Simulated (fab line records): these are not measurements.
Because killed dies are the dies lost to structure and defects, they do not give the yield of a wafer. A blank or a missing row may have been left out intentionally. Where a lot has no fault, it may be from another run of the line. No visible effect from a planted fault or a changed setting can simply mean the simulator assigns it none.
fab line records	flow sky130
[record] lots = 13	wafers = 39	lastDay = 50
route steps=708 shown LDD_LDN@296 SPACER@306 POLY_CUT@318 SD_P@328 PAD_OPEN@708
lots that met no fault: from a run of the same line without faults
startH: hours from the record's first day to the start of the lot's first wafer shown	waitH: hours since the lot's step before	" identical to the entry in the row above	L1.1+2: a row that stands for several wafers	- no value present, or no start provided	* or withheld: withheld	< > ~ a bound
route shown NAME@n: a module of which the file shows steps, and the number in the route of the first	usual: average and standard deviation across the fault-free wafers	same: alike in all rows	chamber/n: place in a boat	sites: readings site by site	_std_site: standard deviation across them	_edge_site: the outer-site mean with the inner-site mean subtracted	radiusMm: for every site, how far away it sits from the centre of the wafer	mask NAME#n: copy n	behind: the last tool/chamber to shape the wafer	hold: the reason the lot was held/the length of the hold in hours/how it ended	device: whichever transistor did not switch (one of n, p or np)	end of line: tests of these same wafers at the route's end	a step with no rows: only its recipe	killed: the dies lost at the first sort to structure and to defects; this is not the yield of the wafer	map: shows each die of a wafer: x if killed, . if not, _ if none is there
set.NAME: the setting the step ran with; set.NAME@STEP: the setting that earlier step ran with	model.NAME: the simulator's own value behind a step, which no gauge read
a sample of lots followed through the steps of the route, with each step as a table and each wafer as a row
services: when a tool's chamber went out of use (startH, in hours from the record's first day, below 0 if earlier), for how many hours, and the reason
[[steps]]
[step SKY_LDD_LDN_OVL_MEAS_07]
[usual] LDD_LDN_OVL = -0.4/1.5
lot.wafer	tool	chamber	startH	waitH	LDD_LDN_OVL[nm]
L235.1	overlay-02	-	538.30	0.1	-0.8
L235.3	"	-	"	"	-0.7
L235.6	"	-	"	"	1.4
L236.1	overlay-02	-	545.28	0.1	0.7
L236.2	"	-	"	"	0.4
L236.3	"	-	"	"	0.8
L237.2	overlay-02	-	556.70	0.1	-1.2
L237.3	"	-	"	"	-0.8
L237.4	"	-	"	"	-0.2
L238.1	overlay-02	-	560.70	0.1	-1.4
L238.4	"	-	"	"	-0.9
L238.5	"	-	"	"	0.2
L239.1	overlay-01	-	575.35	0.1	-0.3
L239.2	"	-	"	"	1.1
L239.3	"	-	"	"	-0.2
L240.2	overlay-02	-	581.88	0.1	-2.6
L240.5	"	-	"	"	-2.3
L240.6	"	-	"	"	-0.3
L243.1	overlay-02	-	630.15	0.1	1.1
L243.2	"	-	"	"	-0.3
L243.4	"	-	"	"	2.1
L248.4	overlay-01	-	650.42	0.1	1.5
L248.5	"	-	"	"	0.0
L248.6	"	-	"	"	-1.1
L249.3	overlay-01	-	663.21	0.1	0.9
L249.5	"	-	"	"	-0.8
L249.6	"	-	"	"	-0.1
L254.1	overlay-01	-	691.60	0.1	-1.4
L254.3	"	-	"	"	-3.3
L254.6	"	-	"	"	-0.4
L255.1	overlay-01	-	706.20	0.1	-0.5
L255.2	"	-	"	"	-1.2
L255.4	"	-	"	"	-0.8
L256.1	overlay-01	-	714.50	0.1	-2.7
L256.2	"	-	"	"	-2.4
L256.5	"	-	"	"	-2.0
L258.1	overlay-02	-	728.13	0.1	-3.0
L258.4	"	-	"	"	-2.3
L258.5	"	-	"	"	-2.1
[step SKY_SPACER_ETCHBACK_02]
[recipe] chemistry = CH3F/O2	target = Si3N4	stopOn = SiO2	sourceW = 400	biasW = 80	pressureMtorr = 25	ch3fFlowSccm = 40	O2_flow_sccm = 30	timeS = 46.7	targetDepthA = 450
[usual] drypumpMotorCurrentA = 6.0/0.56	oesProductAu = 0.856/0.0057	throttleValvePct = 10.562/0.0093
lot.wafer	tool	chamber	startH	waitH	drypumpMotorCurrentA	oesProductAu	rfHoursCounterH	throttleValvePct
L235.1	rieDiel-04	1	541.43	0.1	6.7	0.865	2	10.564
L235.3	"	3	"	"	6.1	0.853	1	10.569
L235.6	"	0	"	"	6.1	0.854	-	10.569
L236.1	rieDiel-04	3	547.53	0.1	6.1	0.858	1	10.553
L236.2	"	2	"	"	6.1	0.867	61	10.571
L236.3	"	1	"	"	6.7	0.861	2	10.567
L237.2	rieDiel-03	3	558.81	0.0	6.1	0.840	0	10.573
L237.3	"	2	"	"	5.9	0.852	51	10.557
L237.4	"	1	"	"	6.8	0.847	16	10.573
L238.1	rieDiel-04	1	563.34	0.1	6.7	0.854	3	10.550
L238.4	"	2	"	"	6.1	0.851	61	10.558
L238.5	"	3	"	"	6.1	0.852	-	10.559
L239.1	rieDiel-03	3	577.66	0.1	6.0	0.858	1	10.567
L239.2	"	2	"	"	5.9	0.857	51	10.557
L239.3	"	0	"	"	5.6	0.857	16	10.567
L240.2	rieDiel-04	2	583.99	0.0	6.1	0.845	61	10.551
L240.5	"	1	"	"	6.7	0.845	-	10.552
L240.6	"	2	"	"	6.1	0.859	-	10.560
L243.1	rieDiel-04	0	632.27	0.1	6.1	0.864	59	10.561
L243.2	"	2	"	"	6.1	0.857	62	10.561
L243.4	"	1	"	"	6.7	0.852	4	10.548
L248.4	rieDiel-04	0	652.54	0.0	6.1	0.861	-	10.563
L248.5	"	1	"	"	6.7	0.864	-	10.546
L248.6	"	3	"	"	6.1	0.854	-	10.567
L249.3	rieDiel-04	2	665.31	0.0	6.1	0.859	0	10.578
L249.5	"	3	"	"	6.1	0.848	-	10.573
L249.6	"	2	"	"	6.1	0.862	-	10.570
L254.1	rieDiel-03	1	693.71	0.1	6.8	0.862	20	10.564
L254.3	"	3	"	"	6.0	0.858	3	10.548
L254.6	"	3	"	"	6.0	0.861	-	10.567
L255.1	rieDiel-02	2	708.88	0.1	6.2	0.861	45	10.561
L255.2	"	0	"	"	5.0	0.856	8	10.569
L255.4	"	3	"	"	5.5	0.862	11	10.551
L256.1	rieDiel-03	1	716.61	0.1	6.8	0.852	20	10.567
L256.2	"	0	"	"	5.6	0.855	19	10.564
L256.5	"	3	"	"	6.0	0.847	-	10.572
L258.1	rieDiel-04	3	730.24	0.1	6.1	0.848	4	10.548
L258.4	"	2	"	"	6.1	0.861	2	10.559
L258.5	"	1	"	"	6.7	0.849	-	10.568
[step SKY_POLY_CUT_ETCH_11]
[recipe] target = Si3N4	chemistry = CF4/CH2F2/Ar	stopOn = poly-Si	sourceW = 600	biasW = 150	pressureMtorr = 40	cf4FlowSccm = 40	ch2f2FlowSccm = 20	Ar_flow_sccm = 150	timeS = 42.5	targetDepthA = 600
[usual] drypumpMotorCurrentA = 6.2/0.37	oesProductAu = 0.831/0.0063	rfFwdPowerW = 593/3.2	throttleValvePct = 14.995/0.0095
lot.wafer	tool	chamber	startH	waitH	drypumpMotorCurrentA	oesProductAu	rfFwdPowerW	rfHoursCounterH	throttleValvePct
L235.1	rieDiel-03	3	572.23	0.0	6.1	0.817	591	0	14.987
L235.3	"	0	"	"	5.6	0.824	595	16	14.989
L235.6	"	1	"	"	6.8	0.819	595	-	14.985
L236.1	rieDiel-04	1	578.19	0.0	6.7	0.833	593	3	15.006
L236.2	"	0	"	"	6.1	0.827	599	58	14.980
L236.3	"	3	"	"	6.1	0.830	597	1	14.987
L237.2	rieDiel-03	2	589.14	0.0	5.9	0.816	588	51	15.002
L237.3	"	1	"	"	6.8	0.820	597	17	14.978
L237.4	"	0	"	"	5.6	0.832	594	16	15.002
L238.1	rieDiel-04	3	594.17	0.0	6.1	0.824	593	1	14.994
L238.4	"	0	"	"	6.1	0.827	598	58	14.980
L238.5	"	2	"	"	6.1	0.835	595	-	14.998
L239.1	rieDiel-04	3	608.18	0.0	6.1	0.831	597	1	14.991
L239.2	"	2	"	"	6.1	0.840	597	62	14.983
L239.3	"	1	"	"	6.7	0.841	592	3	14.984
L240.2	rieDiel-01	3	613.78	0.0	5.9	0.831	593	6	15.015
L240.5	"	1	"	"	5.8	0.820	588	-	14.985
L240.6	"	0	"	"	6.7	0.837	590	-	14.972
L243.1	rieDiel-04	1	661.48	0.0	6.7	0.833	593	4	14.988
L243.2	"	0	"	"	6.1	0.833	592	60	14.996
L243.4	"	1	"	"	6.7	0.832	591	-	15.004
L248.4	rieDiel-01	0	681.59	0.0	6.7	0.835	588	49	14.989
L248.5	"	0	"	"	6.7	0.833	586	-	14.999
L248.6	"	1	"	"	5.7	0.835	590	-	14.999
L249.3	rieDiel-03	1	694.62	0.0	6.8	0.826	594	20	15.011
L249.5	"	3	"	"	6.0	0.825	494	-	14.977
L249.6	"	2	"	"	5.9	0.826	588	-	14.986
L254.1	rieDiel-01	3	722.18	0.0	6.0	0.841	591	8	14.989
L254.3	"	2	"	"	6.4	0.839	593	12	14.993
L254.6	"	3	"	"	6.0	0.833	593	-	14.985
L255.1	rieDiel-01	2	736.74	0.0	6.4	0.838	596	12	14.995
L255.2	"	1	"	"	5.8	0.831	591	19	14.980
L255.4	"	1	"	"	5.8	0.837	590	-	14.985
L256.1	rieDiel-01	1	743.88	0.0	5.8	0.832	592	19	14.994
L256.2	"	3	"	"	6.0	0.843	597	8	14.985
L256.5	"	3	"	"	6.0	0.822	598	-	15.000
L258.1	rieDiel-03	1	756.79	0.0	6.8	0.837	598	21	14.997
L258.4	"	0	"	"	5.6	0.830	596	21	14.999
L258.5	"	1	"	"	6.8	0.834	597	-	14.981
[step SKY_SD_P_OVL_MEAS_08]
[usual] SD_P_OVL = 0.6/1.2
lot.wafer	tool	chamber	startH	waitH	SD_P_OVL[nm]
L235.1	overlay-02	-	602.92	0.1	-0.1
L235.3	"	-	"	"	-0.4
L235.6	"	-	"	"	-0.1
L236.1	overlay-01	-	608.62	0.1	-0.5
L236.2	"	-	"	"	1.8
L236.3	"	-	"	"	-1.4
L237.2	overlay-02	-	618.17	0.1	-0.2
L237.3	"	-	"	"	-0.3
L237.4	"	-	"	"	-0.1
L238.1	overlay-01	-	624.04	0.1	-2.2
L238.4	"	-	"	"	-0.2
L238.5	"	-	"	"	0.8
L239.1	overlay-02	-	637.77	0.1	1.8
L239.2	"	-	"	"	0.1
L239.3	"	-	"	"	-0.5
L240.2	overlay-01	-	642.97	0.1	1.1
L240.5	"	-	"	"	1.4
L240.6	"	-	"	"	1.3
L243.1	overlay-01	-	690.72	0.1	0.0
L243.2	"	-	"	"	-1.4
L243.4	"	-	"	"	0.2
L248.4	overlay-01	-	710.34	0.1	-0.2
L248.5	"	-	"	"	-0.4
L248.6	"	-	"	"	-1.7
L249.3	overlay-02	-	722.08	0.1	-0.4
L249.5	"	-	"	"	0.9
L249.6	"	-	"	"	-0.6
L254.1	overlay-02	-	749.29	0.1	0.9
L254.3	"	-	"	"	0.5
L254.6	"	-	"	"	1.8
L255.1	overlay-02	-	763.37	0.1	1.8
L255.2	"	-	"	"	0.9
L255.4	"	-	"	"	1.9
L256.1	overlay-02	-	770.09	0.1	-0.7
L256.2	"	-	"	"	0.9
L256.5	"	-	"	"	0.0
L258.1	overlay-02	-	782.77	0.1	3.0
L258.4	"	-	"	"	0.3
L258.5	"	-	"	"	1.2
[step SKY_PAD_OPEN_PROBE_99]
[usual] killed_at_M0_to_M3 = 43/7.3	killed_at_M4_up = 3.2/1.9	killedAtContacts = 25/5.4	killedAtFrontEnd = 16/4.4	killedAtOther = 0.4/0.66	killedDies = 87/11	killedOpen = 48/7.9	killedShort = 39/6.5
[same] grossDies = 492	killedAtBackSide = 0
lot.wafer	tool	chamber	startH	waitH	killed_at_M0_to_M3	killed_at_M4_up	killedAtContacts	killedAtFrontEnd	killedAtOther	killedDies	killedOpen	killedShort
L235.1	prober-02	-	1090.82	0.1	49	6	27	20	0	102	54	47
L235.3	prober-02	-	1090.92	0.2	47	5	19	15	0	86	42	44
L235.6	prober-02	-	1091.07	0.2	57	4	29	12	0	102	55	45
L236.1	prober-01	-	1096.60	0.1	41	1	25	23	0	90	50	40
L236.2	prober-01	-	1096.65	0.1	55	6	20	13	0	94	46	48
L236.3	prober-01	-	1096.70	0.2	39	4	21	18	0	82	47	35
L249.3	prober-02	-	1174.93	0.2	42	2	23	15	0	82	43	39
L249.5	prober-02	-	1175.03	0.2	46	2	36	16	1	101	57	44
L249.6	prober-02	-	1175.08	0.2	48	1	32	17	0	98	59	39
L254.1	prober-02	-	1189.46	0.1	29	2	23	8	0	62	29	33
L254.3	prober-02	-	1189.56	0.2	40	3	25	10	1	79	49	29
L254.6	prober-02	-	1189.71	0.2	42	1	24	17	0	84	43	41
L255.1	prober-02	-	1200.16	0.1	42	6	19	17	0	84	47	37
L255.2	prober-02	-	1200.21	0.1	32	2	16	14	2	66	39	27
L255.4	prober-02	-	1200.31	0.2	42	2	17	14	0	75	40	35
L256.1	prober-01	-	1204.95	0.1	39	5	19	22	0	85	43	41
L256.2	prober-01	-	1205.00	0.1	36	6	21	17	0	80	41	38
L256.5	prober-01	-	1205.15	0.2	55	7	25	16	1	104	57	45
L258.1	prober-01	-	1209.79	0.1	50	2	20	15	2	89	46	43
L258.4	prober-01	-	1209.94	0.2	42	1	17	11	1	72	39	33
L258.5	prober-01	-	1209.99	0.2	57	1	29	13	0	100	48	52
// killed by level:class
L235.1 CONTACT:geometricParticle:open=11 VIA1:geometricParticle:open=10 METAL2:geometricParticle:short=9 METAL1:geometricParticle:short=8 VIA2:geometricParticle:open=8 LI_CONTACT:geometricParticle:open=7 FIELD_ISO:geometricParticle:short=6 VIA1:geometricParticle:short=5
L235.3 VIA1:geometricParticle:open=9 CONTACT:geometricParticle:open=8 VIA3:geometricParticle:open=8 METAL1:geometricParticle:short=7 VIA1:geometricParticle:short=7 FIELD_ISO:geometricParticle:open=6 FIELD_ISO:geometricParticle:short=6 CONTACT:geometricParticle:short=5
L235.6 VIA3:geometricParticle:open=11 VIA2:geometricParticle:open=11 CONTACT:geometricParticle:open=9 LI_CONTACT:geometricParticle:open=7 CONTACT:geometricParticle:short=7 VIA2:geometricParticle:short=7 VIA1:geometricParticle:open=7 FIELD_ISO:geometricParticle:open=6
L236.1 VIA1:geometricParticle:open=13 CONTACT:geometricParticle:open=9 LI_CONTACT:geometricParticle:open=8 VIA1:geometricParticle:short=7 FIELD_ISO:geometricParticle:short=6 POLY_GATE:geometricParticle:open=6 POLY_GATE:geometricParticle:short=6 VIA2:geometricParticle:open=6
L236.2 VIA1:geometricParticle:open=15 VIA3:geometricParticle:open=8 VIA3:geometricParticle:short=7 LI_CONTACT:geometricParticle:open=6 CONTACT:geometricParticle:open=6 METAL2:geometricParticle:short=6 METAL1:geometricParticle:short=5 METAL4:geometricParticle:short=5
L236.3 VIA1:geometricParticle:open=11 POLY_GATE:geometricParticle:open=7 LOCAL_INTERCONNECT:geometricParticle:short=7 CONTACT:geometricParticle:open=7 VIA3:geometricParticle:open=6 VIA1:geometricParticle:short=6 POLY_GATE:geometricParticle:short=4 LI_CONTACT:geometricParticle:open=4
L249.3 CONTACT:geometricParticle:open=11 VIA1:geometricParticle:open=8 POLY_GATE:geometricParticle:open=6 LOCAL_INTERCONNECT:geometricParticle:short=6 VIA1:geometricParticle:short=5 VIA2:geometricParticle:open=5 METAL2:geometricParticle:short=5 VIA3:geometricParticle:open=5
L249.5 CONTACT:geometricParticle:open=20 VIA1:geometricParticle:open=8 VIA3:geometricParticle:open=7 METAL2:geometricParticle:short=6 LI_CONTACT:geometricParticle:open=5 LOCAL_INTERCONNECT:geometricParticle:short=5 VIA3:geometricParticle:short=5 FIELD_ISO:geometricParticle:short=4
L249.6 VIA2:geometricParticle:open=12 CONTACT:geometricParticle:open=9 POLY_GATE:geometricParticle:open=9 LI_CONTACT:geometricParticle:open=9 METAL1:geometricParticle:short=9 VIA1:geometricParticle:open=6 VIA3:geometricParticle:short=5 FIELD_ISO:geometricParticle:open=4
L254.1 METAL2:geometricParticle:short=7 LI_CONTACT:geometricParticle:open=7 CONTACT:geometricParticle:open=6 CONTACT:geometricParticle:short=6 VIA1:geometricParticle:short=5 VIA2:geometricParticle:open=5 VIA1:geometricParticle:open=4 VIA2:geometricParticle:short=2
L254.3 CONTACT:geometricParticle:open=11 VIA3:geometricParticle:open=11 VIA1:geometricParticle:open=8 LI_CONTACT:geometricParticle:open=7 VIA2:geometricParticle:open=7 FIELD_ISO:geometricParticle:short=4 CONTACT:geometricParticle:short=4 METAL2:geometricParticle:short=4
L254.6 CONTACT:geometricParticle:open=9 VIA3:geometricParticle:open=7 FIELD_ISO:geometricParticle:short=6 METAL2:geometricParticle:short=6 VIA3:geometricParticle:short=6 LI_CONTACT:geometricParticle:open=5 LOCAL_INTERCONNECT:geometricParticle:short=5 VIA1:geometricParticle:open=5
L255.1 CONTACT:geometricParticle:open=11 VIA3:geometricParticle:open=8 VIA1:geometricParticle:open=7 METAL1:geometricParticle:short=5 VIA2:geometricParticle:open=5 VIA3:geometricParticle:short=5 METAL4:geometricParticle:short=4 LI_CONTACT:geometricParticle:open=4
L255.2 VIA1:geometricParticle:open=8 LI_CONTACT:geometricParticle:open=6 VIA2:geometricParticle:open=6 CONTACT:geometricParticle:open=5 METAL1:geometricParticle:short=4 POLY_GATE:geometricParticle:open=3 POLY_GATE:geometricParticle:short=3 LOCAL_INTERCONNECT:geometricParticle:short=3
L255.4 VIA1:geometricParticle:open=11 METAL2:geometricParticle:short=6 VIA2:geometricParticle:open=6 LI_CONTACT:geometricParticle:open=5 VIA1:geometricParticle:short=5 POLY_GATE:geometricParticle:short=4 CONTACT:geometricParticle:open=4 FIELD_ISO:geometricParticle:short=3
L256.1 VIA3:geometricParticle:open=9 VIA2:geometricParticle:open=7 METAL1:geometricParticle:short=6 CONTACT:geometricParticle:open=6 FIELD_ISO:geometricParticle:open=5 FIELD_ISO:geometricParticle:short=4 POLY_GATE:geometricParticle:open=4 SPACER:geometricParticle:short=4
L256.2 VIA1:geometricParticle:open=10 LI_CONTACT:geometricParticle:open=8 CONTACT:geometricParticle:short=5 METAL2:geometricParticle:short=5 FIELD_ISO:geometricParticle:open=4 CONTACT:geometricParticle:open=4 METAL1:geometricParticle:short=4 VIA1:geometricParticle:short=4
L256.5 VIA1:geometricParticle:open=13 LI_CONTACT:geometricParticle:open=12 METAL2:geometricParticle:short=8 VIA3:geometricParticle:open=7 CONTACT:geometricParticle:open=7 METAL1:geometricParticle:short=6 VIA2:geometricParticle:short=4 VIA2:geometricParticle:open=4
L258.1 VIA1:geometricParticle:open=13 VIA2:geometricParticle:open=7 METAL2:geometricParticle:short=7 METAL1:geometricParticle:short=6 CONTACT:geometricParticle:open=6 VIA1:geometricParticle:short=6 CONTACT:geometricParticle:short=4 POLY_GATE:geometricParticle:open=4
L258.4 VIA1:geometricParticle:open=12 VIA3:geometricParticle:open=7 LI_CONTACT:geometricParticle:open=6 POLY_GATE:geometricParticle:short=4 LOCAL_INTERCONNECT:geometricParticle:short=4 METAL1:geometricParticle:short=4 VIA1:geometricParticle:short=4 VIA3:geometricParticle:short=4
L258.5 LI_CONTACT:geometricParticle:open=9 CONTACT:geometricParticle:open=8 VIA1:geometricParticle:short=8 VIA2:geometricParticle:open=8 VIA1:geometricParticle:open=7 VIA2:geometricParticle:short=7 FIELD_ISO:geometricParticle:open=6 METAL1:geometricParticle:short=6
[[services]]
tool	chamber	startH	hours	kind
rieDiel-03	3	520.45	-	clean
rieDiel-03	3	520.45	22.3	scheduledDown
rieDiel-04	1	526.09	4.4	repair
rieDiel-02	1	559.22	23.1	repair
rieDiel-03	1	598.72	1.8	repair
rieDiel-02	0	605.94	1.9	repair
rieDiel-04	1	610.76	4.8	repair
rieDiel-01	-	625.44	14.6	pm
rieDiel-04	2	637.40	-	clean
rieDiel-04	2	637.40	24.1	scheduledDown
rieDiel-04	2	637.40	24.1	ventCycle
rieDiel-01	-	640.04	15.6	pm
rieDiel-02	0	659.01	5.4	repair
rieDiel-04	0	661.52	-	clean
rieDiel-04	0	661.52	17.3	scheduledDown
rieDiel-04	0	661.52	17.3	ventCycle
rieDiel-01	3	670.05	3.1	repair
rieDiel-04	0	684.17	8.3	repair
rieDiel-02	-	702.13	0.7	repair
rieDiel-02	1	709.85	4.5	repair
rieDiel-03	2	737.54	2.6	repair
rieDiel-03	1	738.64	13.3	repair
rieDiel-04	1	755.08	15.5	repair
rieDiel-01	3	755.92	11.7	repair
[[key]]
[firstSign] step = SKY_POLY_CUT_ETCH_11	reading = rfFwdPowerW	direction = down	sigmas = 31	usual = 593	struck = 494
effect none on later readings
metAt SKY_POLY_CUT_ETCH_11
struckLots L249
struckWafers L249.5
testerLeftOut L249
notActingAt SKY_LDD_LDN_OVL_MEAS_07,SKY_SPACER_ETCHBACK_02,SKY_SD_P_OVL_MEAS_08
onsetBetween 572.23 694.62
[fault] kind = processParameterDrift	tool = rieDiel-03	chamber = 3	onsetH = 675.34	steps = SKY_POLY_CUT_ETCH_11	channel = sourceW	offset = -96	shape = step	endH = 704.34	actsIn = theseRecipesOnly	stated = 600
// testerLeftOut: of these lots the tester's yield and bins aren't shown, on N5 and GAA mostly nor the transistor test; their killed dies are dies lost to structure and defects alone, not to doping, threshold or leakage, so they don't give the yield
